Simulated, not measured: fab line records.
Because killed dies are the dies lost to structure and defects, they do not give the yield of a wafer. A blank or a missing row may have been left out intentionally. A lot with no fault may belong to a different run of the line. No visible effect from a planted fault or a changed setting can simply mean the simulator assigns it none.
The tool behind it: which one? / flow gf180mcu / 42 wafers from 14 lots sampled at 5 of the route's 602 steps

WHAT EACH GAUGE READ, for each wafer
GF_HV_LDD_CD_MEAS_46: the cd target is 400 nm.
lot=L217; measured=day 12 14:41; on=cd-sem-02; cd-nm (nm)=403.8 406.4 403.3
lot=L216; measured=day 12 15:20; on=cd-sem-02; cd-nm (nm)=400.7 399.3 399.8
lot=L218; measured=day 12 23:40; on=cd-sem-01; cd-nm (nm)=400.7 400.7 400.7
lot=L219; measured=day 13 11:59; on=cd-sem-01; cd-nm (nm)=396.4 396.5 398.7
lot=L221; measured=day 13 19:28; on=cd-sem-02; cd-nm (nm)=399.3 400.3 402.4
lot=L222; measured=day 14 06:17; on=cd-sem-02; cd-nm (nm)=400.5 400.4 397.0
lot=L224; measured=day 14 22:25; on=cd-sem-01; cd-nm (nm)=399.1 398.5 399.2
lot=L225; measured=day 15 06:34; on=cd-sem-01; cd-nm (nm)=403.3 403.8 403.0
lot=L226; measured=day 15 14:05; on=cd-sem-01; cd-nm (nm)=401.0 400.7 399.5
lot=L233; measured=day 17 20:14; on=cd-sem-01; cd-nm (nm)=403.1 400.6 403.4
lot=L235; measured=day 18 18:26; on=cd-sem-02; cd-nm (nm)=399.6 398.9 399.4
lot=L237; measured=day 19 11:25; on=cd-sem-02; cd-nm (nm)=398.5 397.4 398.2
lot=L238; measured=day 19 17:35; on=cd-sem-02; cd-nm (nm)=394.0 393.2 396.2
lot=L239; measured=day 20 02:24; on=cd-sem-02; cd-nm (nm)=398.2 397.4 397.2

GF_HV_LDD_THK_MEAS_55.
lot=L217; measured=day 12 16:23; on=film-metro-02; HV_LDD_CVD_54_THK (nm)=10.22 10.20 10.03
lot=L216; measured=day 12 17:15; on=film-metro-02; HV_LDD_CVD_54_THK (nm)=9.95 9.97 10.06
lot=L218; measured=day 13 01:24; on=film-metro-04; HV_LDD_CVD_54_THK (nm)=10.46 10.43 10.42
lot=L219; measured=day 13 13:43; on=film-metro-01; HV_LDD_CVD_54_THK (nm)=10.44 10.32 10.24
lot=L221; measured=day 13 21:46; on=film-metro-01; HV_LDD_CVD_54_THK (nm)=10.34 10.34 10.34
lot=L222; measured=day 14 07:59; on=film-metro-02; HV_LDD_CVD_54_THK (nm)=9.96 10.01 10.07
lot=L224; measured=day 15 00:08; on=film-metro-04; HV_LDD_CVD_54_THK (nm)=9.90 9.81 9.94
lot=L225; measured=day 15 08:16; on=film-metro-04; HV_LDD_CVD_54_THK (nm)=9.94 9.87 9.85
lot=L226; measured=day 15 15:50; on=film-metro-02; HV_LDD_CVD_54_THK (nm)=9.95 9.93 9.83
lot=L233; measured=day 17 21:56; on=film-metro-02; HV_LDD_CVD_54_THK (nm)=10.35 10.34 10.29
lot=L235; measured=day 18 20:51; on=film-metro-01; HV_LDD_CVD_54_THK (nm)=10.10 10.03 10.09
lot=L237; measured=day 19 13:08; on=film-metro-02; HV_LDD_CVD_54_THK (nm)=9.95 9.95 10.11
lot=L238; measured=day 19 19:21; on=film-metro-01; HV_LDD_CVD_54_THK (nm)=10.05 9.96 10.07
lot=L239; measured=day 20 04:10; on=film-metro-01; HV_LDD_CVD_54_THK (nm)=9.79 9.75 9.80

GF_SALICIDE_RS_MEAS_04: the measuring method here is four-point-probe.
lot=L217; measured=day 15 08:46; on=film-metro-02; SALICIDE_TIN_RS (ohm/sq)=16.45 16.20 16.47
lot=L216; measured=day 15 11:28; on=film-metro-03; SALICIDE_TIN_RS (ohm/sq)=15.98 15.92 16.01
lot=L218; measured=day 15 18:25; on=film-metro-03; SALICIDE_TIN_RS (ohm/sq)=17.06 16.89 16.88
lot=L219; measured=day 16 09:54; on=film-metro-03; SALICIDE_TIN_RS (ohm/sq)=16.36 16.48 16.47
lot=L221; measured=day 16 18:04; on=film-metro-02; SALICIDE_TIN_RS (ohm/sq)=16.31 16.40 16.19
lot=L222; measured=day 17 04:32; on=film-metro-02; SALICIDE_TIN_RS (ohm/sq)=16.47 16.24 16.19
lot=L224; measured=day 17 22:01; on=film-metro-03; SALICIDE_TIN_RS (ohm/sq)=16.41 16.44 16.09
lot=L225; measured=day 18 07:11; on=film-metro-04; SALICIDE_TIN_RS (ohm/sq)=16.10 16.54 16.35
lot=L226; measured=day 18 16:02; on=film-metro-03; SALICIDE_TIN_RS (ohm/sq)=8.47 8.37 8.43
lot=L233; measured=day 21 01:57; on=film-metro-04; SALICIDE_TIN_RS (ohm/sq)=8.28 8.32 8.34
lot=L235; measured=day 22 00:56; on=film-metro-02; SALICIDE_TIN_RS (ohm/sq)=15.81 15.72 15.99
lot=L237; measured=day 22 15:28; on=film-metro-03; SALICIDE_TIN_RS (ohm/sq)=16.47 16.05 16.01
lot=L238; measured=day 22 22:32; on=film-metro-03; SALICIDE_TIN_RS (ohm/sq)=16.06 15.96 15.85
lot=L239; measured=day 23 05:24; on=film-metro-02; SALICIDE_TIN_RS (ohm/sq)=16.08 16.22 16.43

GF_CONTACT_OVL_MEAS_15.
lot=L217; measured=day 16 08:04; on=overlay-01; CONTACT_OVL (nm)=-2 -2 2
lot=L216; measured=day 16 10:08; on=overlay-01; CONTACT_OVL (nm)=6 13 13
lot=L218; measured=day 16 17:59; on=overlay-02; CONTACT_OVL (nm)=-1 2 -5
lot=L219; measured=day 17 10:08; on=overlay-02; CONTACT_OVL (nm)=2 0 4
lot=L221; measured=day 17 18:16; on=overlay-01; CONTACT_OVL (nm)=-1 6 3
lot=L222; measured=day 18 05:13; on=overlay-02; CONTACT_OVL (nm)=-7 -2 2
lot=L224; measured=day 18 23:40; on=overlay-01; CONTACT_OVL (nm)=6 13 14
lot=L225; measured=day 19 08:25; on=overlay-02; CONTACT_OVL (nm)=-2 -8 -7
lot=L226; measured=day 19 17:17; on=overlay-01; CONTACT_OVL (nm)=0 0 3
lot=L233; measured=day 22 02:22; on=overlay-02; CONTACT_OVL (nm)=3 1 -2
lot=L235; measured=day 23 00:52; on=overlay-02; CONTACT_OVL (nm)=-4 -4 -4
lot=L237; measured=day 23 15:37; on=overlay-02; CONTACT_OVL (nm)=-5 -5 0
lot=L238; measured=day 23 22:25; on=overlay-01; CONTACT_OVL (nm)=-4 2 -9
lot=L239; measured=day 24 05:02; on=overlay-02; CONTACT_OVL (nm)=-15 -2 -6

EACH LOT AND THE TOOL THAT RAN IT (in order: tool; ch and the chambers of the sampled wafers; start)
lot=L217; GF_SALICIDE_SPUTTER_02=pvd-sputter-04, day 15 08:39
lot=L216; GF_SALICIDE_SPUTTER_02=pvd-sputter-02, day 15 11:23
lot=L218; GF_SALICIDE_SPUTTER_02=pvd-sputter-01, day 15 18:22
lot=L219; GF_SALICIDE_SPUTTER_02=pvd-sputter-04, day 16 09:51
lot=L221; GF_SALICIDE_SPUTTER_02=pvd-sputter-01, day 16 18:00
lot=L222; GF_SALICIDE_SPUTTER_02=pvd-sputter-02, day 17 04:27
lot=L224; GF_SALICIDE_SPUTTER_02=pvd-sputter-04, day 17 21:57
lot=L225; GF_SALICIDE_SPUTTER_02=pvd-sputter-04, day 18 07:06
lot=L226; GF_SALICIDE_SPUTTER_02=pvd-sputter-04, day 18 15:46
lot=L233; GF_SALICIDE_SPUTTER_02=pvd-sputter-04, day 21 01:41
lot=L235; GF_SALICIDE_SPUTTER_02=pvd-sputter-04, day 22 00:53
lot=L237; GF_SALICIDE_SPUTTER_02=pvd-sputter-02, day 22 15:24
lot=L238; GF_SALICIDE_SPUTTER_02=pvd-sputter-01, day 22 22:27
lot=L239; GF_SALICIDE_SPUTTER_02=pvd-sputter-01, day 23 05:17
- GF_SALICIDE_SPUTTER_02: material Co, target thk 10 nm, time 20 s.

AS READ BY THE TOOLS THEMSELVES (means over the sampled wafers that have a number; for cases with no such wafer, the mark the record gives instead)
GF_SALICIDE_SPUTTER_02.
lot=L217; tool=pvd-sputter-04; throttle-valve-pct (%)=29.9
lot=L216; tool=pvd-sputter-02; throttle-valve-pct (%)=29.7
lot=L218; tool=pvd-sputter-01; throttle-valve-pct (%)=30.2
lot=L219; tool=pvd-sputter-04; throttle-valve-pct (%)=30.5
lot=L221; tool=pvd-sputter-01; throttle-valve-pct (%)=30.1
lot=L222; tool=pvd-sputter-02; throttle-valve-pct (%)=30.1
lot=L224; tool=pvd-sputter-04; throttle-valve-pct (%)=30.6
lot=L225; tool=pvd-sputter-04; throttle-valve-pct (%)=30.0
lot=L226; tool=pvd-sputter-04; throttle-valve-pct (%)=30.6
lot=L233; tool=pvd-sputter-04; throttle-valve-pct (%)=30.0
lot=L235; tool=pvd-sputter-04; throttle-valve-pct (%)=30.0
lot=L237; tool=pvd-sputter-02; throttle-valve-pct (%)=29.9
lot=L238; tool=pvd-sputter-01; throttle-valve-pct (%)=30.2
lot=L239; tool=pvd-sputter-01; throttle-valve-pct (%)=29.3

THE ANSWER, worked out from the rows above alone
Rule: usual is defined by the lots themselves. Put in order of their means at a reading, lots are off if they are a third of the lots or fewer, leave a main group of 4 or more, and stand apart from it by a gap of 3 or more times the standard deviation of the main group's means; of several such gaps the widest counts. Not used: any main group whose means are identical at the precision the tables above print for the reading. Also off: a lot with no number at a reading for which 4 or more lots have one. Any other lot the step has rows for is counted as sound. First the gauges in route order, then the tools' own readings, where a lot's mean is used as printed above. The first step at which some lot is off is used, and at that step the reading that is off furthest; a lot without a number counts as furthest.
Off: L226, L233, at GF_SALICIDE_RS_MEAS_04 (SALICIDE_TIN_RS). Mean 16.27 ohm/sq and standard deviation 0.27 in the main group.
A tool fits if, at a process step before that reading, it ran every lot that is off, and no sound lot after the first of them. Those tools and the gauges at GF_SALICIDE_RS_MEAS_04 are tried in the same way. None of those tried fits.

WHAT THE SIMULATOR HAD INSERTED
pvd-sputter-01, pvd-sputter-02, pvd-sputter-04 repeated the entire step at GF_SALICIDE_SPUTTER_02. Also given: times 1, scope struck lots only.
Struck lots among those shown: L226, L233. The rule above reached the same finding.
